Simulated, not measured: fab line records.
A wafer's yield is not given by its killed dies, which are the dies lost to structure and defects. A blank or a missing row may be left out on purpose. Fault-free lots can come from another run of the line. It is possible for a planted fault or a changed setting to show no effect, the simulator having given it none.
fab line records -- flow sky130
[record] lots = 6, wafers = 18, last_day = 50
route steps=708 shown VIA2@519 PAD_OPEN@708
lots untouched by any fault: they come from a run of this same line in which no faults occurred
start_h: the number of hours between the record's first day and the start of the first shown wafer of the lot -- wait_h: hours from the lot's prior step to this one -- " same as the row above -- L1.1+2: a single row standing in for several wafers -- - no value, or no start was given -- * or withheld: withheld -- < > ~ a bound
route shown NAME@n: NAME is a module with steps in the file, n the number in the route of the first one -- usual: mean/standard deviation taken from wafers without a fault -- same: alike in all rows -- chamber/n: place in a boat -- sites: per-site readings -- _std_site: the values' standard deviation -- _edge_site: mean of outer sites minus mean of inner sites -- radius_mm: how far each site lies from the wafer's centre -- mask NAME#n: copy n -- behind: the most recent tool/chamber to have shaped the wafer -- hold: what put the lot on hold/how long, in hours/how the hold closed -- device: the transistor (n, p or np) that didn't switch -- end of line: tests run on the same wafers once the route is complete -- a step with no rows: only its recipe -- killed: the dies lost at the first sort to structure and to defects; this is not the yield of the wafer -- map: a wafer's dies, x killed, . not, _ none there
set.NAME: setting as actually run; set.NAME@STEP: the setting as run at that earlier step -- model.NAME: the simulator's own value behind a step, which no gauge read
a table for each step, a row for each wafer; lots at some steps of the route
services: the hour from which a tool's chamber was out of use, counted from the record's first day as start_h (under 0 if before that day), plus the number of hours and why
[[steps]]
[step SKY_VIA2_CD_MEAS_12]
[recipe] target_cd_nm = 200
[usual] cd_nm = 199.8/1.6
lot.wafer,tool,chamber,start_h,wait_h,cd_nm
L727.1,cd_sem-02,-,868.18,-,201.7
L727.4,cd_sem-02,-,868.18,-,202.5
L727.6,cd_sem-02,-,868.18,-,201.9
L734.1,cd_sem-01,-,939.64,-,200.0
L734.3,cd_sem-01,-,939.64,-,199.5
L734.4,cd_sem-01,-,939.64,-,200.2
L735.3,cd_sem-01,-,942.18,-,199.1
L735.4,cd_sem-01,-,942.18,-,200.8
L735.5,cd_sem-01,-,942.18,-,199.0
L744.2,cd_sem-02,-,994.56,-,196.6
L744.3,cd_sem-02,-,994.56,-,199.9
L744.4,cd_sem-02,-,994.56,-,199.4
L745.1,cd_sem-01,-,1000.68,-,200.4
L745.2,cd_sem-01,-,1000.68,-,201.0
L745.6,cd_sem-01,-,1000.68,-,202.5
L747.2,cd_sem-01,-,1009.70,-,198.9
L747.4,cd_sem-01,-,1009.70,-,199.6
L747.6,cd_sem-01,-,1009.70,-,198.3
[step SKY_VIA2_OVL_MEAS_13]
[usual] VIA2_OVL = -3/4.8
lot.wafer,tool,chamber,start_h,wait_h,VIA2_OVL[nm]
L727.1,overlay-01,-,868.30,0.1,-5
L727.4,overlay-01,-,868.30,0.1,-3
L727.6,overlay-01,-,868.30,0.1,-5
L734.1,overlay-02,-,939.76,0.1,-1
L734.3,overlay-02,-,939.76,0.1,4
L734.4,overlay-02,-,939.76,0.1,-3
L735.3,overlay-01,-,942.28,0.1,-7
L735.4,overlay-01,-,942.28,0.1,-8
L735.5,overlay-01,-,942.28,0.1,-7
L744.2,overlay-01,-,994.66,0.1,4
L744.3,overlay-01,-,994.66,0.1,3
L744.4,overlay-01,-,994.66,0.1,6
L745.1,overlay-02,-,1000.80,0.1,-1
L745.2,overlay-02,-,1000.80,0.1,-2
L745.6,overlay-02,-,1000.80,0.1,1
L747.2,overlay-01,-,1009.80,0.1,-11
L747.4,overlay-01,-,1009.80,0.1,-9
L747.6,overlay-01,-,1009.80,0.1,-2
[step SKY_VIA2_ETCH_14]
[recipe] chemistry = N2/H2, target = BARC, ion_energy_ev = 200, source_w = 500, bias_w = 100, pressure_mtorr = 30, n2_flow_sccm = 100, h2_flow_sccm = 200, stop_on = SiO2, time_s = 45.9, target_depth_a = 600
[usual] drypump_motor_current_A = 5.4/0.44, oes_product_au = 0.854/0.0046, throttle_valve_pct = 13.224/0.0091
lot.wafer,tool,chamber,start_h,wait_h,drypump_motor_current_A,oes_product_au,rf_hours_counter_h,throttle_valve_pct
L727.1,rie_diel-03,1,868.34,0.0,5.1,0.848,10,13.226
L727.4,rie_diel-03,0,868.34,0.0,5.8,0.855,12,13.227
L727.6,rie_diel-03,0,868.34,0.0,5.8,0.851,-,13.222
L734.1,rie_diel-03,3,939.80,0.0,5.1,0.849,9,13.228
L734.3,rie_diel-03,0,939.80,0.0,5.8,0.849,15,13.236
L734.4,rie_diel-03,2,939.80,0.0,4.8,0.856,17,13.226
L735.3,rie_diel-03,3,942.30,0.0,5.1,0.853,9,13.217
L735.4,rie_diel-03,2,942.30,0.0,4.8,0.851,17,13.223
L735.5,rie_diel-03,2,942.30,0.0,4.8,0.858,-,13.219
L744.2,rie_diel-01,2,994.69,0.0,4.8,0.852,5,13.211
L744.3,rie_diel-01,3,994.69,0.0,5.5,0.854,11,13.223
L744.4,rie_diel-01,2,994.69,0.0,4.8,0.860,-,13.242
L745.1,rie_diel-01,2,1000.83,0.0,4.8,0.855,5,13.238
L745.2,rie_diel-01,0,1000.83,0.0,5.8,0.853,3,13.223
L745.6,rie_diel-01,1,1000.83,0.0,5.6,0.852,-,13.225
L747.2,rie_diel-02,3,1009.83,0.0,5.4,0.860,18,13.229
L747.4,rie_diel-02,0,1009.83,0.0,5.9,0.853,13,13.216
L747.6,rie_diel-02,3,1009.83,0.0,5.4,0.851,-,13.214
[step SKY_VIA2_ETCH_15]
[recipe] target = SiO2, chemistry = C4F8/O2/Ar, target_depth_nm = 546, stop_on = TiN, mask_material = KrF-thick, source_w = 1500, bias_w = 1200, pressure_mtorr = 40, c4f8_flow_sccm = withheld, O2_flow_sccm = 6, Ar_flow_sccm = 300, time_s = 84
[usual] oes_product_au = 0.939/0.0047
lot.wafer,tool,chamber,start_h,wait_h,oes_product_au,rf_hours_counter_h
L727.1,rie_diel-03,1,868.38,0.0,0.943,10
L727.4,rie_diel-03,0,868.38,0.0,0.935,12
L727.6,rie_diel-03,0,868.38,0.0,0.941,-
L734.1,rie_diel-03,3,939.84,0.0,0.935,9
L734.3,rie_diel-03,0,939.84,0.0,0.937,15
L734.4,rie_diel-03,2,939.84,0.0,0.930,17
L735.3,rie_diel-03,3,942.34,0.0,0.940,9
L735.4,rie_diel-03,2,942.34,0.0,0.937,17
L735.5,rie_diel-03,2,942.34,0.0,0.945,-
L744.2,rie_diel-01,2,994.73,0.0,0.933,5
L744.3,rie_diel-01,3,994.73,0.0,0.936,11
L744.4,rie_diel-01,2,994.73,0.0,0.943,-
L745.1,rie_diel-01,2,1000.88,0.0,0.933,5
L745.2,rie_diel-01,0,1000.88,0.0,0.938,3
L745.6,rie_diel-01,1,1000.88,0.0,0.942,-
L747.2,rie_diel-02,3,1009.88,0.0,0.942,18
L747.4,rie_diel-02,0,1009.88,0.0,0.944,14
L747.6,rie_diel-02,3,1009.88,0.0,0.936,-
[step SKY_VIA2_STRIP_16]
[recipe] chemistry = O2/N2, power_w = 1400, pressure_mtorr = 1500, platen_temp_c = withheld, o2_flow_sccm = 3000, n2_flow_sccm = 300, overash_fraction = 0.5
[usual] drypump_motor_current_A = 5.7/0.57, oes_product_au = 0.399/0.0048, strip_time_to_endpoint_s = 4.038/0.025
lot.wafer,tool,chamber,start_h,wait_h,drypump_motor_current_A,oes_product_au,rf_hours_counter_h,strip_time_to_endpoint_s
L727.1,plasma_asher-01,1,868.45,0.0,5.0,0.401,13,4.066
L727.4,plasma_asher-01,0,868.45,0.0,6.4,0.397,-,4.043
L727.6,plasma_asher-01,0,868.45,0.0,6.4,0.398,-,4.093
L734.1,plasma_asher-04,0,939.91,0.0,5.9,0.389,114,4.060
L734.3,plasma_asher-04,0,939.91,0.0,5.9,0.392,-,4.015
L734.4,plasma_asher-04,1,939.91,0.0,4.9,0.399,-,4.032
L735.3,plasma_asher-01,1,942.44,0.1,5.0,0.402,-,4.042
L735.4,plasma_asher-01,0,942.44,0.1,6.4,0.394,-,4.021
L735.5,plasma_asher-01,1,942.44,0.1,5.0,0.398,-,4.047
L744.2,plasma_asher-04,1,994.80,0.0,5.0,0.396,120,4.019
L744.3,plasma_asher-04,0,994.80,0.0,5.9,0.395,-,4.028
L744.4,plasma_asher-04,1,994.80,0.0,5.0,0.406,-,4.016
L745.1,plasma_asher-04,0,1000.94,0.0,5.9,0.401,121,4.034
L745.2,plasma_asher-04,1,1000.94,0.0,4.9,0.394,121,4.050
L745.6,plasma_asher-04,1,1000.94,0.0,4.9,0.405,-,4.023
L747.2,plasma_asher-04,0,1009.94,0.0,5.9,0.398,121,4.015
L747.4,plasma_asher-04,1,1009.94,0.0,5.0,0.402,-,3.988
L747.6,plasma_asher-04,1,1009.94,0.0,5.0,0.394,-,3.993
[step SKY_VIA2_STRIP_17]
[recipe] chemistry = post_etch_residue_remover, time_s = 1200, temp_c = 72.5
[step SKY_VIA2_CLEAN_18]
[recipe] chemistry = IPA, time_s = 180, temp_c = 25
[step SKY_VIA2_CLEAN_19]
[recipe] chemistry = O3/DIW, dry = n2_spin
[step SKY_VIA2_SPUTTER_20]
[recipe] material = TiN, target_thk_nm = 20, chamber_pressure_pa = 5, power_w = 4000, time_s = 80
[usual] throttle_valve_pct = 29.9/0.82
lot.wafer,tool,chamber,start_h,wait_h,throttle_valve_pct
L727.1,pvd_sputter-01,-,869.04,0.0,29.6
L727.4,pvd_sputter-01,-,869.04,0.0,29.1
L727.6,pvd_sputter-01,-,869.04,0.0,30.0
L734.1,pvd_sputter-04,-,940.50,0.0,30.0
L734.3,pvd_sputter-04,-,940.50,0.0,28.3
L734.4,pvd_sputter-04,-,940.50,0.0,30.8
L735.3,pvd_sputter-01,-,943.00,0.0,29.3
L735.4,pvd_sputter-01,-,943.00,0.0,30.5
L735.5,pvd_sputter-01,-,943.00,0.0,29.5
L744.2,pvd_sputter-01,-,995.46,0.0,29.7
L744.3,pvd_sputter-01,-,995.46,0.0,30.1
L744.4,pvd_sputter-01,-,995.46,0.0,29.7
L745.1,pvd_sputter-01,-,1001.59,0.0,30.1
L745.2,pvd_sputter-01,-,1001.59,0.0,29.0
L745.6,pvd_sputter-01,-,1001.59,0.0,29.7
L747.2,pvd_sputter-04,-,1010.53,0.0,30.0
L747.4,pvd_sputter-04,-,1010.53,0.0,30.9
L747.6,pvd_sputter-04,-,1010.53,0.0,31.0
[step SKY_VIA2_CVD_21]
[recipe] material = W, target_thk_nm = 420, time_s = 126.4, temp_c = 397.2, pressure_torr = 40
[usual] heater_power_w = 872/59
lot.wafer,tool,chamber,start_h,wait_h,heater_power_w
L727.1,cvd_w-01,0,869.10,0.0,964
L727.4,cvd_w-01,1,869.10,0.0,884
L727.6,cvd_w-01,1,869.10,0.0,900
L734.1,cvd_w-01,1,940.56,0.0,882
L734.3,cvd_w-01,1,940.56,0.0,899
L734.4,cvd_w-01,0,940.56,0.0,940
L735.3,cvd_w-02,0,943.10,0.1,826
L735.4,cvd_w-02,1,943.10,0.1,817
L735.5,cvd_w-02,1,943.10,0.1,817
L744.2,cvd_w-02,0,995.52,0.0,806
L744.3,cvd_w-02,1,995.52,0.0,804
L744.4,cvd_w-02,0,995.52,0.0,826
L745.1,cvd_w-02,1,1001.65,0.0,818
L745.2,cvd_w-02,0,1001.65,0.0,814
L745.6,cvd_w-02,1,1001.65,0.0,837
L747.2,cvd_w-02,0,1010.59,0.0,819
L747.4,cvd_w-02,0,1010.59,0.0,800
L747.6,cvd_w-02,0,1010.59,0.0,840
[step SKY_VIA2_RS_MEAS_22]
[recipe] thk_meas_gauge = four-point-probe, reads = W_of_VIA2_CVD_21+TiN_of_VIA2_SPUTTER_20
[usual] VIA2_W_RS = 0.287/0.0032
lot.wafer,tool,chamber,start_h,wait_h,VIA2_W_RS[ohm/sq]
L727.1,film_metro-04,-,869.23,0.1,0.283
L727.4,film_metro-04,-,869.23,0.1,0.287
L727.6,film_metro-04,-,869.23,0.1,0.285
L734.1,film_metro-01,-,940.69,0.1,0.285
L734.3,film_metro-01,-,940.69,0.1,0.289
L734.4,film_metro-01,-,940.69,0.1,0.288
L735.3,film_metro-01,-,943.23,0.1,0.294
L735.4,film_metro-01,-,943.23,0.1,0.283
L735.5,film_metro-01,-,943.23,0.1,0.285
L744.2,film_metro-01,-,995.67,0.1,0.292
L744.3,film_metro-01,-,995.67,0.1,0.289
L744.4,film_metro-01,-,995.67,0.1,0.292
L745.1,film_metro-03,-,1001.78,0.1,0.287
L745.2,film_metro-03,-,1001.78,0.1,0.288
L745.6,film_metro-03,-,1001.78,0.1,0.287
L747.2,film_metro-03,-,1010.74,0.1,0.289
L747.4,film_metro-03,-,1010.74,0.1,0.286
L747.6,film_metro-03,-,1010.74,0.1,0.289
[step SKY_VIA2_THK_MEAS_23]
[recipe] thk_meas_gauge = xrf, reads = W_of_VIA2_CVD_21
[usual] VIA2_W_THK = 391/6.3
lot.wafer,tool,chamber,start_h,wait_h,VIA2_W_THK[nm]
L727.1,film_metro-04,-,869.35,0.1,405
L727.4,film_metro-04,-,869.35,0.1,398
L727.6,film_metro-04,-,869.35,0.1,401
L734.1,film_metro-01,-,940.81,0.1,393
L734.3,film_metro-01,-,940.81,0.1,388
L734.4,film_metro-01,-,940.81,0.1,387
L735.3,film_metro-01,-,943.33,0.1,382
L735.4,film_metro-01,-,943.33,0.1,397
L735.5,film_metro-01,-,943.33,0.1,393
L744.2,film_metro-01,-,995.78,0.1,384
L744.3,film_metro-01,-,995.78,0.1,388
L744.4,film_metro-01,-,995.78,0.1,387
L745.1,film_metro-03,-,1001.90,0.1,390
L745.2,film_metro-03,-,1001.90,0.1,386
L745.6,film_metro-03,-,1001.90,0.1,389
L747.2,film_metro-03,-,1010.85,0.1,387
L747.4,film_metro-03,-,1010.85,0.1,392
L747.6,film_metro-03,-,1010.85,0.1,388
[step SKY_VIA2_CMP_24]
[recipe] stop_on = SiO2, t_overpolish_s = 20, down_force_psi = 3.5, platen_rpm = 60, target_thk_nm = 0, pad_velocity_m_s = 0.94248
[usual] edge_zone_pressure_frac = 1.000/0.0049, head_pressure_psi = 3.499/0.0074, motor_current_A = 11.2/0.9, overpolish_run_s = 20.000/0.0088, slurry_filter_dp_kPa = 13.50/0.15, t_overpolish_s = 20/0, time_to_endpoint_s = 97/3.3
lot.wafer,tool,chamber,start_h,wait_h,edge_zone_pressure_frac,head_pressure_psi,motor_current_A,overpolish_run_s,slurry_filter_dp_kPa,t_overpolish_s,time_to_endpoint_s,model.W_of_VIA2_CVD_21.thk_nm,model.SiO2_of_VIA2_HDPCVD_00.thk_nm
L727.4,cmp-01,0,869.51,0.1,1.002,3.501,9.9,20.008,13.54,20,95,0,489.1
L727.1,cmp-01,1,869.51,0.1,1.002,3.494,11.1,19.994,13.53,20,91,0,490.5
L727.6,cmp-01,2,869.51,0.1,0.988,3.502,12.0,19.992,13.38,20,94,0,489.7
L734.1,cmp-02,2,940.92,0.1,-,-,-,-,-,-,-,402.3,495.4
L734.3,cmp-02,3,940.92,0.1,-,-,-,-,-,-,-,397.1,496
L734.4,cmp-02,0,940.92,0.1,-,-,-,-,-,-,-,397.5,493.5
L735.3,cmp-01,0,943.37,0.0,-,-,-,-,-,-,-,389.4,494.1
L735.4,cmp-01,3,943.37,0.0,-,-,-,-,-,-,-,405,494
L735.5,cmp-01,0,943.37,0.0,-,-,-,-,-,-,-,402,496.1
L744.3,cmp-02,1,995.83,0.0,1.001,3.490,11.1,20.019,13.48,20,93,0,489.7
L744.4,cmp-02,2,995.83,0.0,0.989,3.494,12.1,20.006,13.38,20,95,0,490.9
L744.2,cmp-02,3,995.83,0.0,0.995,3.491,11.6,19.983,13.42,20,95,0,491
L745.2,cmp-01,1,1001.96,0.0,0.999,3.500,10.8,19.997,13.63,20,95,0,490.6
L745.1,cmp-01,0,1001.96,0.0,1.000,3.507,9.9,19.985,13.42,20,100,0,490.2
L745.6,cmp-01,2,1001.96,0.0,1.003,3.486,11.6,19.997,13.28,20,100,0,490.9
L747.4,cmp-01,0,1010.90,0.0,1.003,3.507,9.6,20.007,13.36,20,96,0,490.2
L747.2,cmp-01,2,1010.90,0.0,0.999,3.491,12.2,20.003,13.61,20,98,0,489.8
L747.6,cmp-01,0,1010.90,0.0,1.010,3.489,9.7,19.993,13.51,20,96,0,487.9
[step SKY_PAD_OPEN_PROBE_99]
[usual] defect_limited_yield = 82.4/1.7, killed_at_M0_to_M3 = 44/6.9, killed_at_M4_up = 3.3/1.7, killed_at_contacts = 24/4.7, killed_at_front_end = 15/4.5, killed_at_other = 0.2/0.49, killed_dies = 86/8.4, killed_on_rim = 17/4.2, killed_open = 47/6.5, killed_short = 39/6, sort_bin_3_pad_short = 0.9/0.4, sort_bin_5_function = 10.4/1.5, sort_bin_6_memory = 6.3/1, sort_n_pass = 406/8.4, sort_yield_pct = 82.4/1.7
[same] gross_dies = 492, killed_at_back_side = 0, sort_bin_4_leakage[%] = 0, sort_bin_8_speed[%] = 0
lot.wafer,tool,chamber,start_h,wait_h,hold,defect_limited_yield[%],killed_at_M0_to_M3,killed_at_M4_up,killed_at_contacts,killed_at_front_end,killed_at_other,killed_dies,killed_on_rim,killed_open,killed_short,sort_bin_3_pad_short[%],sort_bin_5_function[%],sort_bin_6_memory[%],sort_n_pass,sort_yield_pct[%]
L727.1,prober-02,-,1090.80,0.1,-,82.3,42,4,29,12,0,87,18,42,45,0.8,9.6,7.3,405,82.3
L727.4,prober-02,-,1090.95,0.2,-,84.3,32,3,30,12,0,77,18,39,38,0.2,10.0,5.5,415,84.3
L727.6,prober-02,-,1091.05,0.2,-,80.5,51,2,27,16,0,96,24,46,50,1.0,12.6,5.9,396,80.5
L735.3,prober-01,-,1147.56,0.2,await_dispo/5.3h/scrap,0,447,2,20,23,0,492,96,53,46,81.1,12.6,6.3,0,0
L735.4,prober-01,-,1147.61,0.2,await_dispo/5.3h/scrap,0,445,4,29,14,0,492,96,50,41,82.1,11.4,6.5,0,0
L735.5,prober-01,-,1147.66,0.2,await_dispo/5.3h/scrap,0,454,1,22,15,0,492,96,49,36,83.5,12.2,4.3,0,0
L734.1,prober-02,-,1151.19,4.2,await_dispo/4.1h/release,0,435,2,38,17,0,492,96,58,39,81.1,12.4,6.5,0,0
L734.3,prober-02,-,1151.29,4.2,await_dispo/4.1h/release,0,459,3,20,10,0,492,96,48,28,85.6,8.9,5.5,0,0
L734.4,prober-02,-,1151.34,4.3,await_dispo/4.1h/release,0,444,2,33,13,0,492,96,48,38,83.5,10.0,6.5,0,0
L744.2,prober-02,-,1188.39,0.1,-,82.9,42,2,24,16,0,84,12,46,38,1.0,9.3,6.7,408,82.9
L744.3,prober-02,-,1188.44,0.2,-,82.9,40,5,27,11,1,84,14,51,33,1.0,10.4,5.7,408,82.9
L744.4,prober-02,-,1188.49,0.2,-,84.1,34,6,21,17,0,78,16,47,31,0.4,8.7,6.7,414,84.1
L745.1,prober-01,-,1192.06,0.1,-,78.9,52,1,26,25,0,104,26,57,47,0.6,14.0,6.5,388,78.9
L745.2,prober-01,-,1192.11,0.1,-,80.9,61,3,13,15,2,94,21,53,41,0.6,11.4,7.1,398,80.9
L745.6,prober-01,-,1192.31,0.2,-,81.7,37,5,25,23,0,90,18,49,41,1.0,12.8,4.5,402,81.7
L747.2,prober-01,-,1196.93,0.1,-,80.1,52,2,28,16,0,98,21,59,39,1.2,10.6,8.1,394,80.1
L747.4,prober-01,-,1197.03,0.2,-,81.5,51,5,21,14,0,91,16,53,38,1.0,10.6,6.9,401,81.5
L747.6,prober-01,-,1197.13,0.2,-,80.9,54,7,15,17,1,94,20,38,56,0.8,11.0,7.3,398,80.9
// killed by level:class
L727.1 CONTACT:geometric_particle:open=14 METAL2:geometric_particle:short=9 VIA1:geometric_particle:open=8 LOCAL_INTERCONNECT:geometric_particle:short=8 VIA1:geometric_particle:short=6 VIA2:geometric_particle:open=6 POLY_GATE:geometric_particle:short=5 METAL1:geometric_particle:short=5
L727.4 CONTACT:geometric_particle:open=9 CONTACT:geometric_particle:short=7 LOCAL_INTERCONNECT:geometric_particle:short=6 METAL1:geometric_particle:short=6 VIA1:geometric_particle:open=6 VIA2:geometric_particle:open=6 FIELD_ISO:geometric_particle:open=5 FIELD_ISO:geometric_particle:short=5
L727.6 VIA1:geometric_particle:open=14 CONTACT:geometric_particle:short=11 VIA1:geometric_particle:short=8 METAL1:geometric_particle:short=7 CONTACT:geometric_particle:open=7 VIA3:geometric_particle:open=6 METAL2:geometric_particle:short=5 VIA2:geometric_particle:open=4
L735.3 VIA2:area_cmp=393 VIA1:geometric_particle:open=13 LI_CONTACT:geometric_particle:open=11 METAL1:geometric_particle:short=9 FIELD_ISO:geometric_particle:open=7 FIELD_ISO:geometric_particle:short=6 METAL2:geometric_particle:short=6 VIA3:geometric_particle:open=6
L735.4 VIA2:area_cmp=401 CONTACT:geometric_particle:open=12 LI_CONTACT:geometric_particle:open=9 VIA2:geometric_particle:open=9 FIELD_ISO:geometric_particle:short=7 METAL1:geometric_particle:short=6 LOCAL_INTERCONNECT:geometric_particle:short=5 VIA1:geometric_particle:open=5
L735.5 VIA2:area_cmp=407 LI_CONTACT:geometric_particle:open=10 VIA1:geometric_particle:open=10 VIA3:geometric_particle:open=8 VIA3:geometric_particle:short=7 VIA2:geometric_particle:open=6 FIELD_ISO:geometric_particle:open=4 CONTACT:geometric_particle:open=4
L734.1 VIA2:area_cmp=395 VIA1:geometric_particle:open=11 CONTACT:geometric_particle:open=11 LI_CONTACT:geometric_particle:open=10 VIA3:geometric_particle:open=7 CONTACT:geometric_particle:short=6 FIELD_ISO:geometric_particle:open=5 LOCAL_INTERCONNECT:geometric_particle:short=5
L734.3 VIA2:area_cmp=416 VIA1:geometric_particle:open=13 VIA3:geometric_particle:open=10 VIA2:geometric_particle:open=8 CONTACT:geometric_particle:open=5 LI_CONTACT:geometric_particle:open=4 FIELD_ISO:geometric_particle:short=3 POLY_GATE:geometric_particle:short=3
L734.4 VIA2:area_cmp=406 CONTACT:geometric_particle:short=9 CONTACT:geometric_particle:open=9 VIA1:geometric_particle:open=8 LI_CONTACT:geometric_particle:open=7 VIA2:geometric_particle:open=6 FIELD_ISO:geometric_particle:open=4 FIELD_ISO:geometric_particle:short=4
L744.2 VIA1:geometric_particle:open=10 LI_CONTACT:geometric_particle:open=10 VIA3:geometric_particle:open=6 VIA1:geometric_particle:short=6 FIELD_ISO:geometric_particle:short=5 CONTACT:geometric_particle:open=5 METAL1:geometric_particle:short=5 METAL2:geometric_particle:short=5
L744.3 LI_CONTACT:geometric_particle:open=12 VIA1:geometric_particle:open=10 VIA2:geometric_particle:open=8 LOCAL_INTERCONNECT:geometric_particle:short=7 VIA2:geometric_particle:short=5 VIA3:geometric_particle:open=5 CONTACT:geometric_particle:open=4 VIA1:geometric_particle:short=4
L744.4 CONTACT:geometric_particle:open=8 VIA1:geometric_particle:open=8 FIELD_ISO:geometric_particle:open=6 LI_CONTACT:geometric_particle:open=6 VIA3:geometric_particle:open=6 VIA2:geometric_particle:short=6 METAL2:geometric_particle:short=4 METAL4:geometric_particle:short=4
L745.1 FIELD_ISO:geometric_particle:short=10 LI_CONTACT:geometric_particle:open=10 VIA1:geometric_particle:open=9 VIA2:geometric_particle:short=8 VIA3:geometric_particle:open=8 POLY_GATE:geometric_particle:open=7 CONTACT:geometric_particle:open=7 VIA2:geometric_particle:open=5
L745.2 VIA1:geometric_particle:open=19 METAL2:geometric_particle:short=8 VIA2:geometric_particle:open=8 POLY_GATE:geometric_particle:open=6 VIA3:geometric_particle:open=5 CONTACT:geometric_particle:open=5 METAL1:geometric_particle:short=4 VIA1:geometric_particle:short=4
L745.6 VIA1:geometric_particle:open=9 VIA3:geometric_particle:open=8 FIELD_ISO:geometric_particle:open=7 CONTACT:geometric_particle:open=7 FIELD_ISO:geometric_particle:short=6 METAL4:geometric_particle:short=5 CONTACT:geometric_particle:short=5 LI_CONTACT:geometric_particle:open=5
L747.2 VIA1:geometric_particle:open=17 CONTACT:geometric_particle:open=11 VIA2:geometric_particle:open=8 POLY_GATE:geometric_particle:short=7 VIA3:geometric_particle:open=7 CONTACT:geometric_particle:short=6 VIA1:geometric_particle:short=6 LI_CONTACT:geometric_particle:short=5
L747.4 VIA2:geometric_particle:open=10 VIA3:geometric_particle:open=10 VIA1:geometric_particle:open=9 CONTACT:geometric_particle:open=8 VIA1:geometric_particle:short=7 POLY_GATE:geometric_particle:short=4 FIELD_ISO:geometric_particle:open=4 METAL1:geometric_particle:open=4
L747.6 VIA1:geometric_particle:open=8 METAL2:geometric_particle:short=8 METAL1:geometric_particle:short=8 METAL3:geometric_particle:short=7 METAL4:geometric_particle:short=6 VIA2:geometric_particle:short=6 POLY_GATE:geometric_particle:open=5 CONTACT:geometric_particle:open=5
// map L734.1 (x killed, . not)
__________xxxxxxxxxx_________
________xxxxxxxxxxxxxx_______
______xxxxxxxxxxxxxxxxxx_____
_____xxxxxxxxxxxxxxxxxxxx____
____xxxxxxxxxxxxxxxxxxxxxx___
___xxxxxxxxxxxxxxxxxxxxxxxx__
__xxxxxxxxxxxxxxxxxxxxxxxxxx_
_xxxxxxxxxxxxxxxxxxxxxxxxxxxx
_xxxxxxxxxxxxxxxxxxxxxxxxxxxx
_xxxxxxxxxxxxxxxxxxxxxxxxxxxx
_xxxxxxxxxxxxxxxxxxxxxxxxxxxx
_xxxxxxxxxxxxxxxxxxxxxxxxxxxx
_xxxxxxxxxxxxxxxxxxxxxxxxxxxx
_xxxxxxxxxxxxxxxxxxxxxxxxxxxx
_xxxxxxxxxxxxxxxxxxxxxxxxxxxx
__xxxxxxxxxxxxxxxxxxxxxxxxxx_
___xxxxxxxxxxxxxxxxxxxxxxxx__
____xxxxxxxxxxxxxxxxxxxxxx___
_____xxxxxxxxxxxxxxxxxxxx____
______xxxxxxxxxxxxxxxxxx_____
________xxxxxxxxxxxxxx_______
__________xxxxxxxxxx_________
// map L735.3 (x killed, . not)
__________xxxxxxxxxx_________
________xxxxxxxxxxxxxx_______
______xxxxxxxxxxxxxxxxxx_____
_____xxxxxxxxxxxxxxxxxxxx____
____xxxxxxxxxxxxxxxxxxxxxx___
___xxxxxxxxxxxxxxxxxxxxxxxx__
__xxxxxxxxxxxxxxxxxxxxxxxxxx_
_xxxxxxxxxxxxxxxxxxxxxxxxxxxx
_xxxxxxxxxxxxxxxxxxxxxxxxxxxx
_xxxxxxxxxxxxxxxxxxxxxxxxxxxx
_xxxxxxxxxxxxxxxxxxxxxxxxxxxx
_xxxxxxxxxxxxxxxxxxxxxxxxxxxx
_xxxxxxxxxxxxxxxxxxxxxxxxxxxx
_xxxxxxxxxxxxxxxxxxxxxxxxxxxx
_xxxxxxxxxxxxxxxxxxxxxxxxxxxx
__xxxxxxxxxxxxxxxxxxxxxxxxxx_
___xxxxxxxxxxxxxxxxxxxxxxxx__
____xxxxxxxxxxxxxxxxxxxxxx___
_____xxxxxxxxxxxxxxxxxxxx____
______xxxxxxxxxxxxxxxxxx_____
________xxxxxxxxxxxxxx_______
__________xxxxxxxxxx_________
[[services]]
tool,chamber,start_h,hours,kind
cvd_w-01,-,849.47,2.8,pm
cmp-01,-,850.89,0.9,repair
rie_diel-02,1,858.22,10.4,repair
rie_diel-02,-,860.87,0.4,repair
cvd_w-02,0,881.33,4.3,repair
cvd_w-02,1,883.01,4.0,repair
rie_diel-01,1,888.23,8.4,repair
rie_diel-03,2,891.52,23.6,repair
cvd_w-02,-,904.00,14.0,pm
rie_diel-02,3,905.22,3.3,repair
cmp-01,-,912.27,4.0,pm
cmp-01,-,916.27,3.3,pm
rie_diel-02,-,917.08,1.1,repair
rie_diel-01,-,917.74,29.6,repair
cvd_w-01,-,921.03,6.9,pm
cmp-02,-,930.40,5.5,repair
rie_diel-03,3,948.94,1.9,repair
rie_diel-03,3,961.84,12.6,repair
cmp-01,-,966.92,16.3,repair
pvd_sputter-01,-,974.42,0.8,repair
rie_diel-01,1,977.12,9.7,repair
rie_diel-01,0,991.57,5.4,repair
cmp-01,-,996.51,3.8,pm
cmp-01,-,1003.36,1.4,repair
[[key]]
[first_sign] step = SKY_VIA2_CMP_24, reading = tool_record, direction = missing
[effect] step = SKY_PAD_OPEN_PROBE_99, reading = sort_bin_3_pad_short, direction = up, sigmas = 99+, usual = 0.9, struck = 82.8
[model_effect] step = SKY_VIA2_CMP_24, value = W_of_VIA2_CVD_21.thk_nm, without = 0, struck = 398.9
[more_kills_born_at] SKY_VIA2_CMP_24@cmp-02 = 1216, SKY_VIA2_CMP_24@cmp-01 = 1198
met_at SKY_VIA2_CMP_24
struck_wafers L734.1,L734.3,L734.4,L735.3,L735.4,L735.5
later_rows_left_out L734.1,L734.3,L734.4,L735.3,L735.4,L735.5
onset_between 869.51 940.92
[fault] kind = skipped_step_whole, tool = cmp-01,cmp-02, chamber = -, onset_h = 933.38, steps = SKY_VIA2_CMP_24, scope = struck_lots_only
// later_rows_left_out: the simulator's readings of these wafers behind a module that went badly wrong aren't trusted and aren't shown, but for the sort
